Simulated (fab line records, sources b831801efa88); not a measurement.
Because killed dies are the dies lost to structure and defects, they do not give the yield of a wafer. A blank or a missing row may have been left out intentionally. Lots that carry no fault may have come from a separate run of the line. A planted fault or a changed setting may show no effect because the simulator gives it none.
Which tool was responsible? ; flow gf180mcu ; 6 lots (18 wafers sampled), 1 step of a 602-step route

== WHAT EACH GAUGE READ, for each wafer ==
GF_STI_CD_MEAS_12 targets a cd of 220 nm.
lot;measured;on;cd nm (nm)
L855;day 2 12:05;cd sem-02;217.7 217.3 218.4
L859;day 3 09:35;cd sem-02;218.8 218.2 219.5
L865;day 4 15:41;cd sem-01;218.7 219.4 219.2
L869;day 5 12:07;cd sem-02;218.9 221.1 220.5
L871;day 6 00:02;cd sem-02;218.7 216.9 218.6
L873;day 6 08:20;cd sem-02;217.0 217.9 218.9

== WHICH TOOL RAN EACH LOT (tool, then ch and the chambers of the sampled wafers, then the start) ==
Before these readings, the record contains no process step.

== THE ANSWER, worked out from the rows above alone ==
Rule: usual is defined by the lots themselves. Put in order of their means at a reading, lots are off if they are a third of the lots or fewer, leave a main group of 4 or more, and stand apart from it by a gap of 3 or more times the standard deviation of the main group's means; of several such gaps the widest counts. A main group is skipped when, at the precision printed for the reading in the tables above, its means are all equal. Also off: a lot with no number at a reading for which 4 or more lots have one. The other lots that the step has rows for count as sound.
None of the lots is off at any reading shown; this tells nothing.

== WHAT THE SIMULATOR HAD INSERTED ==
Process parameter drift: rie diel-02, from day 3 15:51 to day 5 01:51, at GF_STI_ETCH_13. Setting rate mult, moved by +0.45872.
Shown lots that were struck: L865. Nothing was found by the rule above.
